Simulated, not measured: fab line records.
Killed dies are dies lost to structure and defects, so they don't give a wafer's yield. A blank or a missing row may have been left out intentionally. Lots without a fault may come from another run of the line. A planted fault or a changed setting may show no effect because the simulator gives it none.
What tool caused it? || flow sky130 || route of 708 steps, sampled at 1 step: 24 lots, 72 wafers

## WHAT THE GAUGES SHOWED, per wafer
SKY_DNWELL_TW_MEAS_09.
{"lot": "L074", "measured": "day 3 05:14", "on": "film_metro-01", "DNWELL_TW": "1117 1119 1115"}
{"lot": "L075", "measured": "day 3 10:14", "on": "film_metro-02", "DNWELL_TW": "1110 1111 1114"}
{"lot": "L076", "measured": "day 3 15:53", "on": "film_metro-03", "DNWELL_TW": "1103 1101 1102"}
{"lot": "L077", "measured": "day 3 23:21", "on": "film_metro-02", "DNWELL_TW": "1113 1115 1110"}
{"lot": "L078", "measured": "day 4 00:32", "on": "film_metro-01", "DNWELL_TW": "1115 1111 1116"}
{"lot": "L079", "measured": "day 4 08:16", "on": "film_metro-03", "DNWELL_TW": "1094 1102 1098"}
{"lot": "L080", "measured": "day 4 12:42", "on": "film_metro-01", "DNWELL_TW": "1108 1110 1110"}
{"lot": "L081", "measured": "day 4 17:31", "on": "film_metro-02", "DNWELL_TW": "1108 1097 1101"}
{"lot": "L082", "measured": "day 4 20:34", "on": "film_metro-01", "DNWELL_TW": "1117 1117 1124"}
{"lot": "L083", "measured": "day 5 04:59", "on": "film_metro-03", "DNWELL_TW": "1103 1109 1103"}
{"lot": "L084", "measured": "day 5 07:59", "on": "film_metro-02", "DNWELL_TW": "1103 1107 1103"}
{"lot": "L085", "measured": "day 5 15:40", "on": "film_metro-01", "DNWELL_TW": "1115 1118 1118"}
{"lot": "L086", "measured": "day 5 20:20", "on": "film_metro-01", "DNWELL_TW": "1115 1114 1115"}
{"lot": "L087", "measured": "day 6 01:47", "on": "film_metro-01", "DNWELL_TW": "1103 1107 1103"}
{"lot": "L088", "measured": "day 6 08:05", "on": "film_metro-02", "DNWELL_TW": "1105 1105 1103"}
{"lot": "L089", "measured": "day 6 14:41", "on": "film_metro-02", "DNWELL_TW": "1101 1105 1104"}
{"lot": "L090", "measured": "day 6 22:59", "on": "film_metro-02", "DNWELL_TW": "1102 1097 1097"}
{"lot": "L091", "measured": "day 7 05:59", "on": "film_metro-02", "DNWELL_TW": "1103 1104 1097"}
{"lot": "L092", "measured": "day 7 11:38", "on": "film_metro-01", "DNWELL_TW": "1098 1091 1090"}
{"lot": "L093", "measured": "day 7 12:34", "on": "film_metro-01", "DNWELL_TW": "1097 1095 1102"}
{"lot": "L094", "measured": "day 7 18:44", "on": "film_metro-03", "DNWELL_TW": "1104 1097 1108"}
{"lot": "L095", "measured": "day 8 04:00", "on": "film_metro-03", "DNWELL_TW": "1127 1123 1127"}
{"lot": "L096", "measured": "day 8 05:32", "on": "film_metro-02", "DNWELL_TW": "1092 1088 1087"}
{"lot": "L097", "measured": "day 8 10:22", "on": "film_metro-02", "DNWELL_TW": "1099 1095 1100"}

## EACH LOT AND THE TOOL THAT RAN IT (in order: tool; ch and the chambers of the sampled wafers; start)
The record holds no process step before these readings.

## WHAT THE TOOLS THEMSELVES READ (means of the sampled wafers that have a number; where no wafer has one, the mark that the record gives instead)
The record holds no such reading with a usual standard deviation.

## THE ANSWER, worked out from the rows above alone
Rule: what is usual is taken from the lots themselves. Put in order of their means at a reading, lots are off if they are a third of the lots or fewer, leave a main group of 4 or more, and stand apart from it by a gap of 3 or more times the standard deviation of the main group's means; of several such gaps the widest counts. If all means in a main group match to the digits the tables above print for the reading, that group is not used. A lot without any number at a reading at which 4 lots or more have one is off too. The other lots that the step has rows for count as sound. First the gauges in route order, then the tools' own readings, where a lot's mean is used as printed above. At the first step where some lot is off, the reading lying furthest off is the one used; lots without a number count as furthest.
No lot is off at any reading shown: from this, nothing can be told.

## WHAT THE SIMULATOR PUT IN
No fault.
